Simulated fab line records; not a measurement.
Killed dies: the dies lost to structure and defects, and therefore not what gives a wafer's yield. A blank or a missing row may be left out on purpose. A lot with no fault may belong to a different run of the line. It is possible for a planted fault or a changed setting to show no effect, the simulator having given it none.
fab line records | flow sky130 | part 1 of 2: steps 1 to 42 of 43
record: lots: 6 wafers: 18 lastDay: 51
route steps=708 shown METAL4@627 VIA4@639 METAL5@661 PAD_OPEN@708
lots untouched by any fault: they come from a run of this same line in which no faults occurred
startH: start of the lot's first displayed wafer, in hours after the record's first day | waitH: how many hours have passed since the lot's step before this one | " unchanged from the row above | L1.1+2: a single row standing in for several wafers | - either no value or no given start | * or withheld: withheld | < > ~ a bound
route shown NAME@n: names a module that has steps shown in the file, with the first one's number in the route | usual: mean/standard deviation of fault-free wafers | same: alike in all rows | chamber/n: place in a boat | sites: per-site readings | _std_site: the standard deviation of these | _edge_site: outer sites' mean less inner sites' | radiusMm: how far each site lies from the wafer's centre | mask NAME#n: copy n | behind: the last tool/chamber to shape the wafer | hold: the reason the lot was held/the length of the hold in hours/how it ended | device: the n, p or np transistor that did not switch | end of line: the same wafers' tests at the end of the route | a step with no rows: only its recipe | killed: the dies lost at the first sort to structure and to defects; this is not the yield of the wafer | map: per-die view of a wafer (x killed, . not killed, _ where there is no die)
set.NAME: the run value of the setting; set.NAME@STEP: its run value at that earlier step | model.NAME: the simulator's own value behind a step, which no gauge read
lots at some steps of the route; a table a step, a row a wafer
services: a tool's chamber out of use, with start hour (startH, from the record's first day; less than 0 if before it), hours out, and reason
== steps ==
step: SKY_METAL4_PEB_11
recipe: pebTempC: withheld pebTimeS: withheld resist: KrF-thick
step: SKY_METAL4_DEVELOP_12
recipe: developTimeS: 60 resist: KrF-thick devTempC: 21
step: SKY_METAL4_CD_MEAS_13
recipe: targetCdNm: 300
usual: cdNm: 300.1/1.2
columns lot.wafer tool chamber startH waitH cdNm
L121.1 cdSem-01 - 1042.80 - 300.7
L121.2 " - " " 299.9
L121.6 " - " " 299.9
L123.1 cdSem-01 - 1056.60 - 298.3
L123.5 " - " " 299.4
L123.6 " - " " 298.6
L134.1 cdSem-01 - 1131.33 - 301.3
L134.3 " - " " 300.0
L134.5 " - " " 299.6
L136.3 cdSem-02 - 1134.57 - 298.2
L136.4 " - " " 299.8
L136.6 " - " " 299.3
L135.1 cdSem-02 - 1136.28 - 299.6
L135.2 " - " " 300.7
L135.3 " - " " 300.2
L137.1 cdSem-02 - 1138.70 - 301.8
L137.3 " - " " 301.6
L137.6 " - " " 301.5
step: SKY_METAL4_OVL_MEAS_14
usual: METAL4_OVL: 0/5
columns lot.wafer tool chamber startH waitH METAL4_OVL[nm]
L121.1 overlay-02 - 1042.92 0.1 -1
L121.2 " - " " 4
L121.6 " - " " 5
L123.1 overlay-01 - 1056.72 0.1 -2
L123.5 " - " " 7
L123.6 " - " " -2
L134.1 overlay-02 - 1131.45 0.1 -5
L134.3 " - " " -10
L134.5 " - " " -13
L136.3 overlay-01 - 1134.66 0.1 -11
L136.4 " - " " -6
L136.6 " - " " 0
L135.1 overlay-02 - 1136.40 0.1 1
L135.2 " - " " 5
L135.3 " - " " -2
L137.1 overlay-02 - 1138.82 0.1 2
L137.3 " - " " 5
L137.6 " - " " 0
step: SKY_METAL4_DESCUM_15
recipe: chemistry: O2 sourcePowerW: 150 biasPowerW: 0 pressureMtorr: 10 tempC: 40 timeS: 8
step: SKY_METAL4_ETCH_16
recipe: chemistry: N2/H2 target: BARC ionEnergyEv: 200 biasW: 100 pressureMtorr: 30 n2FlowSccm: 100 h2FlowSccm: 200 icpW: 500 stopOn: SiO2 timeS: 88.2 targetDepthA: 600
step: SKY_METAL4_ETCH_17
recipe: target: SiO2 stopOn: TiN chemistry: C4F8/O2/Ar sourceW: 1500 biasW: 1200 pressureMtorr: 40 c4f8FlowSccm: withheld O2_flow_sccm: 6 Ar_flow_sccm: 300 timeS: 3.9 targetDepthA: 150
step: SKY_METAL4_METAL_ETCH_18
recipe: targetDepthA: 8450 stopOn: SiO2 overEtchFrac: 0.3 timeS: 183.1 chemistry: Cl2/BCl3 resistSidewallDeg: 88 pressureMtorr: 10 icpW: 900 biasW: 48.5 Cl2_flow_sccm: 60 bcl3FlowSccm: 30
step: SKY_METAL4_STRIP_19
recipe: chemistry: O2/N2 powerW: 1400 pressureMtorr: 1500 platenTempC: withheld o2FlowSccm: 3000 n2FlowSccm: 300 overashFraction: 0.5
step: SKY_METAL4_STRIP_20
recipe: chemistry: postEtchResidueRemover timeS: 1200 tempC: 72.5
step: SKY_METAL4_CLEAN_21
recipe: chemistry: IPA timeS: 180 tempC: 25
step: SKY_METAL4_CLEAN_22
recipe: chemistry: O3/DIW dry: n2Spin
step: SKY_VIA4_HDPCVD_00
recipe: material: SiO2 targetThkNm: 1750 sigmaOpenFrac: 0.3 timeS: 291.7 tempC: 400 sih4FlowSccm: 60 pressureMtorr: 6
columns lot.wafer tool chamber startH waitH
L121.1+2+6 hdpcvd-01 0,1,2 1043.92 0.0
L123.1+5+6 hdpcvd-01 2,0,1 1057.68 0.0
L134.1+3+5 hdpcvd-02 0,1,1 1132.55 0.0
L136.3+4+6 hdpcvd-01 0,0,2 1135.60 0.0
L135.1+2+3 hdpcvd-02 2,0,1 1137.35 0.0
L137.1+3+6 hdpcvd-01 0,2,0 1139.82 0.0
step: SKY_VIA4_THK_MEAS_01
recipe: reads: SiO2_of_VIA4_HDPCVD_00
usual: VIA4_HDPCVD_THK: 1734/20
columns lot.wafer tool chamber startH waitH VIA4_HDPCVD_THK[nm]
L121.1 filmMetro-02 - 1044.10 0.1 1720
L121.2 " - " " 1741
L121.6 " - " " 1741
L123.1 filmMetro-02 - 1057.86 0.1 1748
L123.5 " - " " 1722
L123.6 " - " " 1764
L134.1 filmMetro-03 - 1132.73 0.1 1772
L134.3 " - " " 1775
L134.5 " - " " 1760
L136.3 filmMetro-01 - 1135.80 0.1 1695
L136.4 " - " " 1697
L136.6 " - " " 1694
L135.1 filmMetro-02 - 1137.53 0.1 1709
L135.2 " - " " 1723
L135.3 " - " " 1710
L137.1 filmMetro-02 - 1140.00 0.1 1756
L137.3 " - " " 1731
L137.6 " - " " 1730
step: SKY_VIA4_CMP_02
recipe: material: SiO2 downForcePsi: 4 platenRpm: 60 padVelocityMS: 0.94248
usual: motorCurrentA: 12.4/1.9
columns lot.wafer tool chamber startH waitH motorCurrentA
L121.1 cmp-01 0 1044.26 0.1 11.8
L121.2 " 1 " " 12.6
L121.6 " 3 " " 9.5
L123.1 cmp-01 2 1058.02 0.1 15.8
L123.5 " 0 " " 11.5
L123.6 " 1 " " 13.9
L134.1 cmp-02 0 1132.79 0.1 11.1
L134.3 " 1 " " 13.6
L134.5 " 0 " " 11.1
L136.4 cmp-01 1 1135.84 0.0 13.3
L136.3 " 2 " " 15.6
L136.6 " 1 " " 13.0
L135.3 cmp-01 0 1137.59 0.0 11.6
L135.1 " 1 " " 13.7
L135.2 " 2 " " 15.5
L137.3 cmp-01 3 1140.11 0.1 10.0
L137.1 " 1 " " 14.3
L137.6 " 2 " " 16.2
step: SKY_VIA4_BOW_MEAS_03
recipe: mode: bow
usual: VIA4_BOW: 82/8.7
columns lot.wafer tool chamber startH waitH VIA4_BOW[um]
L121.1 filmMetro-02 - 1044.46 0.1 98
L121.2 " - " " 92
L121.6 " - " " 81
L123.1 filmMetro-02 - 1058.22 0.2 85
L123.5 " - " " 71
L123.6 " - " " 78
L134.1 filmMetro-03 - 1133.09 0.2 91
L134.3 " - " " 86
L134.5 " - " " 91
L136.3 filmMetro-03 - 1136.18 0.2 77
L136.4 " - " " 96
L136.6 " - " " 84
L135.1 filmMetro-03 - 1137.89 0.2 80
L135.2 " - " " 86
L135.3 " - " " 83
L137.1 filmMetro-02 - 1140.36 0.1 87
L137.3 " - " " 99
L137.6 " - " " 81
step: SKY_VIA4_DEHYDRATE_04
recipe: tempC: 200 timeS: 60
step: SKY_VIA4_HMDS_05
recipe: primeTimeS: 60 primeTempC: 120
step: SKY_VIA4_COAT_06
recipe: resist: NOVOLAK spinRpm: 3000 resistThkNm: 1140
step: SKY_VIA4_SOFTBAKE_07
recipe: tempC: 90 timeS: 60 resist: NOVOLAK
step: SKY_VIA4_EXPOSE_08
recipe: maskId: VIM4 na: 0.6 sourceShape: conventional sigmaOuter: 0.6 polarization: unpolarized targetCdNm: 800 doseMj: 132
step: SKY_VIA4_PEB_09
recipe: tempC: withheld timeS: * resist: NOVOLAK
step: SKY_VIA4_DEVELOP_10
recipe: resist: NOVOLAK developer: TMAH developTimeS: 60 devTempC: 23
step: SKY_VIA4_OVL_MEAS_11
usual: VIA4_OVL: 0.7/1.6
columns lot.wafer tool chamber startH waitH VIA4_OVL[nm]
L121.1 overlay-01 - 1066.88 0.1 1.5
L121.2 " - " " 0.7
L121.6 " - " " 0.4
L123.1 overlay-01 - 1078.52 0.1 2.3
L123.5 " - " " 0.7
L123.6 " - " " 1.5
L134.1 overlay-01 - 1152.00 0.1 0.5
L134.3 " - " " 2.4
L134.5 " - " " 2.0
L136.3 overlay-01 - 1155.29 0.1 -0.3
L136.4 " - " " 2.5
L136.6 " - " " -0.3
L135.1 overlay-01 - 1156.50 0.1 0.7
L135.2 " - " " -0.6
L135.3 " - " " 1.2
L137.1 overlay-02 - 1159.15 0.1 -2.6
L137.3 " - " " -2.2
L137.6 " - " " -1.8
step: SKY_VIA4_ETCH_12
recipe: target: SiO2 chemistry: C4F8/O2/Ar stopOn: TiN maskMaterial: NOVOLAK sourceW: 1500 biasW: 1200 pressureMtorr: 40 c4f8FlowSccm: withheld O2_flow_sccm: 6 Ar_flow_sccm: 300 timeS: withheld targetDepthA: 5800
step: SKY_VIA4_STRIP_13
recipe: chemistry: O2/N2 powerW: 1400 pressureMtorr: 1500 platenTempC: withheld o2FlowSccm: 3000 n2FlowSccm: 300 overashFraction: 0.5
usual: drypumpMotorCurrentA: 5.4/0.44 oesProductAu: 0.709/0.0046 stripTimeToEndpointS: 12.81/0.031
columns lot.wafer tool chamber startH waitH drypumpMotorCurrentA oesProductAu rfHoursCounterH stripTimeToEndpointS
L121.1 plasmaAsher-02 0 1066.99 - 5.1 0.708 95 12.81
L121.2 " 1 " " 5.6 0.708 95 12.83
L121.6 " 1 " " 5.6 0.704 - 12.79
L123.1 plasmaAsher-01 0 1078.63 - 5.7 0.706 2 12.79
L123.5 " 1 " " 4.8 0.703 - 12.85
L123.6 " 0 " " 5.7 0.710 - 12.84
L134.1 plasmaAsher-03 1 1152.11 - 5.8 0.712 40 12.74
L134.3 " 1 " " 5.8 0.716 - 12.77
L134.5 " 0 " " 6.3 0.708 - 12.79
L136.3 plasmaAsher-01 1 1155.42 - 4.9 0.700 - 12.79
L136.4 " 0 " " 5.7 0.701 - 12.76
L136.6 " 0 " " 5.7 0.706 - 12.81
L135.1 plasmaAsher-02 1 1156.61 - 5.6 0.712 103 12.82
L135.2 " 0 " " 5.1 0.711 103 12.81
L135.3 " 1 " " 5.6 0.704 - 12.80
L137.1 plasmaAsher-01 1 1159.26 - 4.8 0.706 9 12.83
L137.3 " 0 " " 5.7 0.702 - 12.81
L137.6 " 0 " " 5.7 0.708 - 12.79
step: SKY_VIA4_STRIP_14
recipe: chemistry: postEtchResidueRemover timeS: 1200 tempC: 72.5
step: SKY_VIA4_CLEAN_15
recipe: chemistry: IPA timeS: 180 tempC: 25
step: SKY_VIA4_CLEAN_16
recipe: chemistry: O3/DIW dry: n2Spin
step: SKY_VIA4_SPUTTER_17
recipe: material: TiN targetThkNm: 20 chamberPressurePa: 5 powerW: 4000 timeS: 80
step: SKY_VIA4_CVD_18
recipe: material: W targetThkNm: 505 timeS: 152.14 tempC: 400 pressureTorr: 40
usual: heaterPowerW: 776/36
columns lot.wafer tool chamber startH waitH heaterPowerW
L121.1 cvdW-02 0 1067.66 0.0 745
L121.2 " 1 " " 802
L121.6 " 1 " " 803
L123.1 cvdW-02 1 1079.29 0.0 794
L123.5 " 1 " " 788
L123.6 " 0 " " 771
L134.1 cvdW-02 0 1152.78 0.0 741
L134.3 " 0 " " 760
L134.5 " 1 " " 807
L136.3 cvdW-02 1 1156.09 0.1 806
L136.4 " 0 " " 772
L136.6 " 0 " " 771
L135.1 cvdW-01 1 1157.27 0.0 813
L135.2 " 0 " " 708
L135.3 " 0 " " 720
L137.1 cvdW-02 1 1159.92 0.0 816
L137.3 " 0 " " 771
L137.6 " 1 " " 810
step: SKY_VIA4_RS_MEAS_19
recipe: thkMeasGauge: four-point-probe reads: W_of_VIA4_CVD_18+TiN_of_VIA4_SPUTTER_17
usual: VIA4_W_RS: 0.227/0.0031
columns lot.wafer tool chamber startH waitH VIA4_W_RS[ohm/sq]
L121.1 filmMetro-02 - 1067.81 0.1 0.226
L121.2 " - " " 0.227
L121.6 " - " " 0.229
L123.1 filmMetro-03 - 1079.44 0.1 0.229
L123.5 " - " " 0.227
L123.6 " - " " 0.225
L134.1 filmMetro-01 - 1152.93 0.1 0.219
L134.3 " - " " 0.223
L134.5 " - " " 0.227
L136.3 filmMetro-03 - 1156.23 0.1 0.229
L136.4 " - " " 0.228
L136.6 " - " " 0.224
L135.1 filmMetro-03 - 1157.42 0.1 0.233
L135.2 " - " " 0.231
L135.3 " - " " 0.230
L137.1 filmMetro-01 - 1160.07 0.1 0.228
L137.3 " - " " 0.223
L137.6 " - " " 0.230
step: SKY_VIA4_THK_MEAS_20
recipe: thkMeasGauge: xrf reads: W_of_VIA4_CVD_18
usual: VIA4_W_THK: 495/8.4
columns lot.wafer tool chamber startH waitH VIA4_W_THK[nm]
L121.1 filmMetro-02 - 1067.93 0.1 503
L121.2 " - " " 500
L121.6 " - " " 493
L123.1 filmMetro-03 - 1079.56 0.1 488
L123.5 " - " " 490
L123.6 " - " " 493
L134.1 filmMetro-01 - 1153.05 0.1 512
L134.3 " - " " 503
L134.5 " - " " 494
L136.3 filmMetro-03 - 1156.33 0.1 486
L136.4 " - " " 491
L136.6 " - " " 498
L135.1 filmMetro-03 - 1157.54 0.1 480
L135.2 " - " " 484
L135.3 " - " " 483
L137.1 filmMetro-01 - 1160.19 0.1 491
L137.3 " - " " 500
L137.6 " - " " 486
step: SKY_VIA4_CMP_21
recipe: stopOn: SiO2 tOverpolishS: 25 downForcePsi: 3.5 platenRpm: 60 targetThkNm: 0 padVelocityMS: 0.94248
step: SKY_METAL5_SPUTTER_00
recipe: material: Ti targetThkNm: 15 powerW: 3000 timeS: 10 chamberPressurePa: 0.4
step: SKY_METAL5_SPUTTER_01
recipe: material: TiN targetThkNm: 20 powerW: 6500 timeS: 16.7 chamberPressurePa: 0.4
usual: cathodeDcPowerW: 6500.0/1.2 throttleValvePct: 30.0/1
columns lot.wafer tool chamber startH waitH cathodeDcPowerW throttleValvePct
L121.1 pvdSputter-04 - 1068.31 0.0 6499.6 30.7
L121.2 " - " " 6498.4 29.7
L121.6 " - " " 6499.5 31.2
L123.1 pvdSputter-03 - 1079.94 0.0 6500.7 28.8
L123.5 " - " " 6499.5 28.9
L123.6 " - " " 6499.7 29.2
L134.1 pvdSputter-04 - 1153.43 0.0 6500.8 31.0
L134.3 " - " " 6502.1 29.7
L134.5 " - " " 6498.7 30.9
L136.3 pvdSputter-04 - 1156.69 0.0 6502.5 30.4
L136.4 " - " " 6499.1 30.9
L136.6 " - " " 6499.6 30.5
L135.1 pvdSputter-04 - 1157.95 0.0 6498.4 29.6
L135.2 " - " " 6500.7 30.7
L135.3 " - " " 6502.4 30.6
L137.1 pvdSputter-02 - 1160.57 0.0 6501.3 28.8
L137.3 " - " " 6496.8 30.8
L137.6 " - " " 6499.9 30.8
step: SKY_METAL5_SPUTTER_02
recipe: material: AlCu targetThkNm: 1150 powerW: 10600 timeS: 61.2 chamberPressurePa: 0.4
step: SKY_METAL5_SPUTTER_03
recipe: material: Ti targetThkNm: 5 powerW: 3000 timeS: 3.3 chamberPressurePa: 0.4
usual: cathodeDcPowerW: 3000.0/0.54 throttleValvePct: 30.0/1
columns lot.wafer tool chamber startH waitH cathodeDcPowerW throttleValvePct
L121.1 pvdSputter-04 - 1068.39 0.0 2999.9 30.6
L121.2 " - " " 3000.0 29.6
L121.6 " - " " 2999.9 31.0
L123.1 pvdSputter-03 - 1080.02 0.0 2999.9 29.2
L123.5 " - " " 2999.6 29.3
L123.6 " - " " 2999.4 29.3
L134.1 pvdSputter-04 - 1153.51 0.0 3000.6 30.8
L134.3 " - " " 3000.5 29.9
L134.5 " - " " 3000.8 30.5
L136.3 pvdSputter-04 - 1156.77 0.0 2999.5 30.5
L136.4 " - " " 3000.3 31.1
L136.6 " - " " 3000.4 30.6
L135.1 pvdSputter-04 - 1158.03 0.0 3001.0 29.6
L135.2 " - " " 2999.5 31.0
L135.3 " - " " 3000.6 30.1
L137.1 pvdSputter-02 - 1160.65 0.0 2999.1 28.9
L137.3 " - " " 2999.8 31.2
L137.6 " - " " 3000.4 30.9
step: SKY_METAL5_SPUTTER_04
recipe: material: TiN targetThkNm: 70 powerW: 6500 timeS: 58.3 chamberPressurePa: 0.4
step: SKY_METAL5_RS_MEAS_05
recipe: thkMeasGauge: four-point-probe reads: TiN_of_METAL5_SPUTTER_04+Ti_of_METAL5_SPUTTER_03+AlCu_of_METAL5_SPUTTER_02+TiN_of_METAL5_SPUTTER_01+Ti_of_METAL5_SPUTTER_00
usual: METAL5_ALCU_RS: 0.0272/0.00031
columns lot.wafer tool chamber startH waitH METAL5_ALCU_RS[ohm/sq]
L121.1 filmMetro-02 - 1068.46 0.0 0.0265
L121.2 " - " " 0.0267
L121.6 " - " " 0.0269
L123.1 filmMetro-03 - 1080.09 0.0 0.0269
L123.5 " - " " 0.0270
L123.6 " - " " 0.0268
L134.1 filmMetro-03 - 1153.58 0.0 0.0271
L134.3 " - " " 0.0271
L134.5 " - " " 0.0269
L136.3 filmMetro-02 - 1156.87 0.1 0.0269
L136.4 " - " " 0.0271
L136.6 " - " " 0.0267
L135.1 filmMetro-03 - 1158.10 0.0 0.0275
L135.2 " - " " 0.0274
L135.3 " - " " 0.0273
L137.1 filmMetro-03 - 1160.71 0.0 0.0278
L137.3 " - " " 0.0276
L137.6 " - " " 0.0277
step: SKY_METAL5_THK_MEAS_06
recipe: thkMeasGauge: xrf reads: AlCu_of_METAL5_SPUTTER_02
usual: METAL5_ALCU_THK: 1144/15
columns lot.wafer tool chamber startH waitH METAL5_ALCU_THK[nm]
L121.1 filmMetro-02 - 1068.58 0.1 1165
L121.2 " - " " 1161
L121.6 " - " " 1149
L123.1 filmMetro-03 - 1080.21 0.1 1161
L123.5 " - " " 1163
L123.6 " - " " 1165
L134.1 filmMetro-03 - 1153.70 0.1 1140
L134.3 " - " " 1140
L134.5 " - " " 1147
L136.3 filmMetro-02 - 1156.97 0.1 1159
L136.4 " - " " 1145
L136.6 " - " " 1163
L135.1 filmMetro-03 - 1158.22 0.1 1138
L135.2 " - " " 1134
L135.3 " - " " 1133
L137.1 filmMetro-03 - 1160.83 0.1 1117
L137.3 " - " " 1131
L137.6 " - " " 1127
step: SKY_METAL5_DEHYDRATE_07
recipe: tempC: 200 timeS: 60
